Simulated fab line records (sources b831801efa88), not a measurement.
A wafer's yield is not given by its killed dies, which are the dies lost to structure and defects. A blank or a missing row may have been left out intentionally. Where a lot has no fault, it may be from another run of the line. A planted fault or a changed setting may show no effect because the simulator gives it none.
What tool caused it? / flow gf180mcu / 11 lots, 33 wafers sampled, at 7 steps of a route of 602

WHAT THE GAUGES SHOWED, per wafer
GF_PSD_TW_MEAS_11. Usual: for PSD_TW the level is 3149 and the standard deviation is 14.
lot=L887; measured=day 14 19:59; on=film metro-01; PSD_TW=3146 3155 3151; flag=
lot=L894; measured=day 17 09:14; on=film metro-04; PSD_TW=2931 2922 2910; flag=OFF
lot=L895; measured=day 17 17:23; on=film metro-02; PSD_TW=2918 2933 2926; flag=OFF
lot=L901; measured=day 19 21:14; on=film metro-04; PSD_TW=3140 3150 3145; flag=
lot=L902; measured=day 20 05:50; on=film metro-01; PSD_TW=3147 3140 3152; flag=
lot=L903; measured=day 20 14:29; on=film metro-02; PSD_TW=3139 3141 3137; flag=
lot=L904; measured=day 20 20:26; on=film metro-02; PSD_TW=3142 3140 3139; flag=
lot=L905; measured=day 21 14:26; on=film metro-04; PSD_TW=3150 3144 3146; flag=
lot=L906; measured=day 21 20:21; on=film metro-04; PSD_TW=3144 3141 3122; flag=
lot=L907; measured=day 22 06:44; on=film metro-04; PSD_TW=3184 3178 3180; flag=
lot=L908; measured=day 22 07:03; on=film metro-02; PSD_TW=3159 3155 3157; flag=

GF_PSD_RS_MEAS_15: the measuring method here is four-point-probe. Usual: for PSD_RS the level is 108.39 ohm/sq and the standard deviation is 0.26.
lot=L887; measured=day 14 20:18; on=film metro-04; PSD_RS (ohm/sq)=108.86 108.78 108.81; flag=
lot=L894; measured=day 17 09:34; on=film metro-01; PSD_RS (ohm/sq)=123.24 122.62 123.12; flag=OFF
lot=L895; measured=day 17 17:43; on=film metro-02; PSD_RS (ohm/sq)=122.44 122.53 122.56; flag=OFF
lot=L901; measured=day 19 21:34; on=film metro-04; PSD_RS (ohm/sq)=108.13 108.24 108.41; flag=
lot=L902; measured=day 20 06:08; on=film metro-01; PSD_RS (ohm/sq)=108.38 108.56 108.58; flag=
lot=L903; measured=day 20 14:47; on=film metro-01; PSD_RS (ohm/sq)=108.37 107.87 108.27; flag=
lot=L904; measured=day 20 20:45; on=film metro-01; PSD_RS (ohm/sq)=108.19 108.04 108.13; flag=
lot=L905; measured=day 21 14:50; on=film metro-02; PSD_RS (ohm/sq)=108.27 108.37 108.07; flag=
lot=L906; measured=day 21 20:41; on=film metro-01; PSD_RS (ohm/sq)=108.16 108.48 108.37; flag=
lot=L907; measured=day 22 07:08; on=film metro-04; PSD_RS (ohm/sq)=108.15 108.28 108.26; flag=
lot=L908; measured=day 22 07:22; on=film metro-02; PSD_RS (ohm/sq)=108.86 108.53 108.32; flag=

GF_TOP_METAL_OVL_MEAS_15. Usual: for TOP_METAL_OVL the level is 0.1 nm and the standard deviation is 1.2.
lot=L887; measured=day 28 13:09; on=overlay-02; TOP_METAL_OVL (nm)=-0.1 -0.1 -0.8; flag=
lot=L894; measured=day 30 19:09; on=overlay-02; TOP_METAL_OVL (nm)=-3.1 -0.4 -0.8; flag=
lot=L895; measured=day 31 00:39; on=overlay-01; TOP_METAL_OVL (nm)=0.2 -1.4 2.6; flag=
lot=L901; measured=day 32 13:09; on=overlay-02; TOP_METAL_OVL (nm)=0.8 1.4 1.8; flag=
lot=L902; measured=day 32 23:08; on=overlay-02; TOP_METAL_OVL (nm)=-0.3 -0.3 -0.4; flag=
lot=L903; measured=day 33 02:02; on=overlay-01; TOP_METAL_OVL (nm)=0.9 -0.7 0.8; flag=
lot=L904; measured=day 33 05:44; on=overlay-02; TOP_METAL_OVL (nm)=3.3 3.1 0.7; flag=
lot=L905; measured=day 33 18:02; on=overlay-02; TOP_METAL_OVL (nm)=0.0 2.1 0.4; flag=
lot=L906; measured=day 33 21:15; on=overlay-01; TOP_METAL_OVL (nm)=1.6 0.6 -1.0; flag=
lot=L907; measured=day 34 05:53; on=overlay-01; TOP_METAL_OVL (nm)=-2.2 -1.2 -0.2; flag=
lot=L908; measured=day 34 07:12; on=overlay-01; TOP_METAL_OVL (nm)=0.5 1.3 -0.4; flag=

EACH LOT AND THE TOOL THAT RAN IT (in order: tool; ch and the chambers of the sampled wafers; start)
lot=L887; GF_PSD_IMPLANT_09=implanter-02 ch 0, day 14 19:44; GF_PSD_STRIP_10=plasma asher-04 ch 0,1, day 14 19:53; GF_MIM_SPUTTER_02=pvd sputter-03, day 24 23:36; GF_MIM_SPUTTER_03=pvd sputter-03, day 24 23:38
lot=L894; GF_PSD_IMPLANT_09=implanter-03 ch 0, day 17 09:00; GF_PSD_STRIP_10=plasma asher-04 ch 0,1, day 17 09:08; GF_MIM_SPUTTER_02=pvd sputter-03, day 27 11:04; GF_MIM_SPUTTER_03=pvd sputter-03, day 27 11:05
lot=L895; GF_PSD_IMPLANT_09=implanter-03 ch 0, day 17 17:10; GF_PSD_STRIP_10=plasma asher-02 ch 0,1, day 17 17:17; GF_MIM_SPUTTER_02=pvd sputter-04, day 27 19:22; GF_MIM_SPUTTER_03=pvd sputter-04, day 27 19:24
lot=L901; GF_PSD_IMPLANT_09=implanter-02 ch 0, day 19 21:00; GF_PSD_STRIP_10=plasma asher-02 ch 0, day 19 21:08; GF_MIM_SPUTTER_02=pvd sputter-04, day 29 12:23; GF_MIM_SPUTTER_03=pvd sputter-04, day 29 12:25
lot=L902; GF_PSD_IMPLANT_09=implanter-01 ch 0, day 20 05:35; GF_PSD_STRIP_10=plasma asher-02 ch 0,1, day 20 05:44; GF_MIM_SPUTTER_02=pvd sputter-04, day 29 22:30; GF_MIM_SPUTTER_03=pvd sputter-04, day 29 22:32
lot=L903; GF_PSD_IMPLANT_09=implanter-01 ch 0, day 20 14:14; GF_PSD_STRIP_10=plasma asher-02 ch 0,1, day 20 14:23; GF_MIM_SPUTTER_02=pvd sputter-03, day 30 01:44; GF_MIM_SPUTTER_03=pvd sputter-03, day 30 01:46
lot=L904; GF_PSD_IMPLANT_09=implanter-01 ch 0, day 20 20:11; GF_PSD_STRIP_10=plasma asher-02 ch 0,1, day 20 20:20; GF_MIM_SPUTTER_02=pvd sputter-03, day 30 07:05; GF_MIM_SPUTTER_03=pvd sputter-03, day 30 07:07
lot=L905; GF_PSD_IMPLANT_09=implanter-03 ch 0, day 21 14:11; GF_PSD_STRIP_10=plasma asher-03 ch 0,1, day 21 14:20; GF_MIM_SPUTTER_02=pvd sputter-01, day 30 21:22; GF_MIM_SPUTTER_03=pvd sputter-01, day 30 21:23
lot=L906; GF_PSD_IMPLANT_09=implanter-02 ch 0, day 21 20:07; GF_PSD_STRIP_10=plasma asher-03 ch 0,1, day 21 20:14; GF_MIM_SPUTTER_02=pvd sputter-03, day 31 00:54; GF_MIM_SPUTTER_03=pvd sputter-03, day 31 00:56
lot=L907; GF_PSD_IMPLANT_09=implanter-03 ch 0, day 22 06:29; GF_PSD_STRIP_10=plasma asher-03 ch 0, day 22 06:38; GF_MIM_SPUTTER_02=pvd sputter-01, day 31 11:13; GF_MIM_SPUTTER_03=pvd sputter-01, day 31 11:14
lot=L908; GF_PSD_IMPLANT_09=implanter-02 ch 0, day 22 06:47; GF_PSD_STRIP_10=plasma asher-02 ch 0,1, day 22 06:56; GF_MIM_SPUTTER_02=pvd sputter-01, day 31 11:49; GF_MIM_SPUTTER_03=pvd sputter-01, day 31 11:50
- GF_PSD_IMPLANT_09
- GF_PSD_STRIP_10: strips in O2/N2.
- GF_MIM_SPUTTER_02: material AlCu, target thk 450 nm, time 23.9 s.
- GF_MIM_SPUTTER_03: material Ti, target thk 10 nm, time 6.7 s.

WHAT THE TOOLS THEMSELVES READ (means of the sampled wafers that have a number; where no wafer has one, the mark that the record gives instead)
GF_PSD_IMPLANT_09. Usual: beam energy keV 39.997, standard deviation 0.013; beam on s 10.01 s, standard deviation 0.22; end station pressure torr 1.18e-05 Torr, standard deviation 6.2e-07.
lot=L887; tool=implanter-02; beam energy keV=39.975; beam on s (s)=9.97; end station pressure torr (Torr)=1.22e-05; flag=
lot=L894; tool=implanter-03; beam energy keV=30.205; beam on s (s)=10.16; end station pressure torr (Torr)=1.17e-05; flag=OFF
lot=L895; tool=implanter-03; beam energy keV=30.209; beam on s (s)=9.90; end station pressure torr (Torr)=1.09e-05; flag=OFF
lot=L901; tool=implanter-02; beam energy keV=39.990; beam on s (s)=9.88; end station pressure torr (Torr)=1.20e-05; flag=
lot=L902; tool=implanter-01; beam energy keV=39.987; beam on s (s)=10.09; end station pressure torr (Torr)=1.13e-05; flag=
lot=L903; tool=implanter-01; beam energy keV=40.006; beam on s (s)=10.25; end station pressure torr (Torr)=1.16e-05; flag=
lot=L904; tool=implanter-01; beam energy keV=39.980; beam on s (s)=9.80; end station pressure torr (Torr)=1.17e-05; flag=
lot=L905; tool=implanter-03; beam energy keV=40.003; beam on s (s)=10.03; end station pressure torr (Torr)=1.20e-05; flag=
lot=L906; tool=implanter-02; beam energy keV=39.985; beam on s (s)=10.10; end station pressure torr (Torr)=1.14e-05; flag=
lot=L907; tool=implanter-03; beam energy keV=39.996; beam on s (s)=10.10; end station pressure torr (Torr)=1.16e-05; flag=
lot=L908; tool=implanter-02; beam energy keV=40.006; beam on s (s)=10.06; end station pressure torr (Torr)=1.16e-05; flag=

GF_PSD_STRIP_10. Usual: drypump motor current A 5.7 A, standard deviation 0.34; heater power w 312 W, standard deviation 32; oes product au 0.591 a.u., standard deviation 0.0046; strip time to endpoint s 16.51 s, standard deviation 0.036.
lot=L887; tool=plasma asher-04; drypump motor current A (A)=5.9; heater power w (W)=297; oes product au (a.u.)=0.589; strip time to endpoint s (s)=16.53; flag=
lot=L894; tool=plasma asher-04; drypump motor current A (A)=6.0; heater power w (W)=270; oes product au (a.u.)=0.613; strip time to endpoint s (s)=15.57; flag=OFF
lot=L895; tool=plasma asher-02; drypump motor current A (A)=5.6; heater power w (W)=311; oes product au (a.u.)=0.615; strip time to endpoint s (s)=15.54; flag=OFF
lot=L901; tool=plasma asher-02; drypump motor current A (A)=5.6; heater power w (W)=311; oes product au (a.u.)=0.591; strip time to endpoint s (s)=16.56; flag=
lot=L902; tool=plasma asher-02; drypump motor current A (A)=5.6; heater power w (W)=310; oes product au (a.u.)=0.590; strip time to endpoint s (s)=16.52; flag=
lot=L903; tool=plasma asher-02; drypump motor current A (A)=5.6; heater power w (W)=311; oes product au (a.u.)=0.593; strip time to endpoint s (s)=16.56; flag=
lot=L904; tool=plasma asher-02; drypump motor current A (A)=5.6; heater power w (W)=321; oes product au (a.u.)=0.589; strip time to endpoint s (s)=16.50; flag=
lot=L905; tool=plasma asher-03; drypump motor current A (A)=5.5; heater power w (W)=332; oes product au (a.u.)=0.594; strip time to endpoint s (s)=16.50; flag=
lot=L906; tool=plasma asher-03; drypump motor current A (A)=5.7; heater power w (W)=323; oes product au (a.u.)=0.588; strip time to endpoint s (s)=16.50; flag=
lot=L907; tool=plasma asher-03; drypump motor current A (A)=5.2; heater power w (W)=350; oes product au (a.u.)=0.592; strip time to endpoint s (s)=16.51; flag=
lot=L908; tool=plasma asher-02; drypump motor current A (A)=5.6; heater power w (W)=313; oes product au (a.u.)=0.594; strip time to endpoint s (s)=16.50; flag=

GF_MIM_SPUTTER_02. Usual: cathode dc power W 10600 W, standard deviation 1.9; throttle valve pct 30.0 %, standard deviation 0.81.
lot=L887; tool=pvd sputter-03; cathode dc power W (W)=10598; throttle valve pct (%)=29.7; flag=
lot=L894; tool=pvd sputter-03; cathode dc power W (W)=10599; throttle valve pct (%)=30.4; flag=
lot=L895; tool=pvd sputter-04; cathode dc power W (W)=10600; throttle valve pct (%)=30.4; flag=
lot=L901; tool=pvd sputter-04; cathode dc power W (W)=10599; throttle valve pct (%)=30.1; flag=
lot=L902; tool=pvd sputter-04; cathode dc power W (W)=10602; throttle valve pct (%)=30.3; flag=
lot=L903; tool=pvd sputter-03; cathode dc power W (W)=10599; throttle valve pct (%)=30.7; flag=
lot=L904; tool=pvd sputter-03; cathode dc power W (W)=10601; throttle valve pct (%)=29.8; flag=
lot=L905; tool=pvd sputter-01; cathode dc power W (W)=10597; throttle valve pct (%)=29.7; flag=
lot=L906; tool=pvd sputter-03; cathode dc power W (W)=10600; throttle valve pct (%)=30.4; flag=
lot=L907; tool=pvd sputter-01; cathode dc power W (W)=10599; throttle valve pct (%)=29.5; flag=
lot=L908; tool=pvd sputter-01; cathode dc power W (W)=10600; throttle valve pct (%)=29.1; flag=

GF_MIM_SPUTTER_03. Usual: cathode dc power W 3000.0 W, standard deviation 0.54; throttle valve pct 30.0 %, standard deviation 0.79.
lot=L887; tool=pvd sputter-03; cathode dc power W (W)=3000.2; throttle valve pct (%)=29.5; flag=
lot=L894; tool=pvd sputter-03; cathode dc power W (W)=3000.1; throttle valve pct (%)=30.4; flag=
lot=L895; tool=pvd sputter-04; cathode dc power W (W)=3000.1; throttle valve pct (%)=30.3; flag=
lot=L901; tool=pvd sputter-04; cathode dc power W (W)=3000.1; throttle valve pct (%)=30.2; flag=
lot=L902; tool=pvd sputter-04; cathode dc power W (W)=3000.0; throttle valve pct (%)=30.2; flag=
lot=L903; tool=pvd sputter-03; cathode dc power W (W)=3000.0; throttle valve pct (%)=30.6; flag=
lot=L904; tool=pvd sputter-03; cathode dc power W (W)=3000.0; throttle valve pct (%)=29.9; flag=
lot=L905; tool=pvd sputter-01; cathode dc power W (W)=2999.7; throttle valve pct (%)=29.7; flag=
lot=L906; tool=pvd sputter-03; cathode dc power W (W)=2999.5; throttle valve pct (%)=30.5; flag=
lot=L907; tool=pvd sputter-01; cathode dc power W (W)=2999.3; throttle valve pct (%)=29.4; flag=
lot=L908; tool=pvd sputter-01; cathode dc power W (W)=3000.5; throttle valve pct (%)=29.1; flag=

THE ANSWER, worked out from the rows above alone
Rule: a lot is off if the mean of its wafers that have a number lies more than 3 standard deviations from the usual mean. Also off: a lot with no number at a reading for which 4 or more lots have one. All remaining lots with rows at the step are treated as sound. The gauges are gone through in route order, then the tools' own readings, and for those a lot's mean is taken as printed above. The first step at which some lot is off is used, and at that step the reading that is off furthest; a lot without a number counts as furthest.
Off: at GF_PSD_TW_MEAS_11 (PSD_TW), L894, L895.
A tool fits if, at a process step before that reading, it ran every lot that is off, and no sound lot after the first of them. Not tried: the gauges at GF_PSD_TW_MEAS_11; whatever is off there is also off at GF_PSD_IMPLANT_09, on other tools, and gauge error can't account for it. None of those tried fits.

WHAT THE SIMULATOR PUT IN
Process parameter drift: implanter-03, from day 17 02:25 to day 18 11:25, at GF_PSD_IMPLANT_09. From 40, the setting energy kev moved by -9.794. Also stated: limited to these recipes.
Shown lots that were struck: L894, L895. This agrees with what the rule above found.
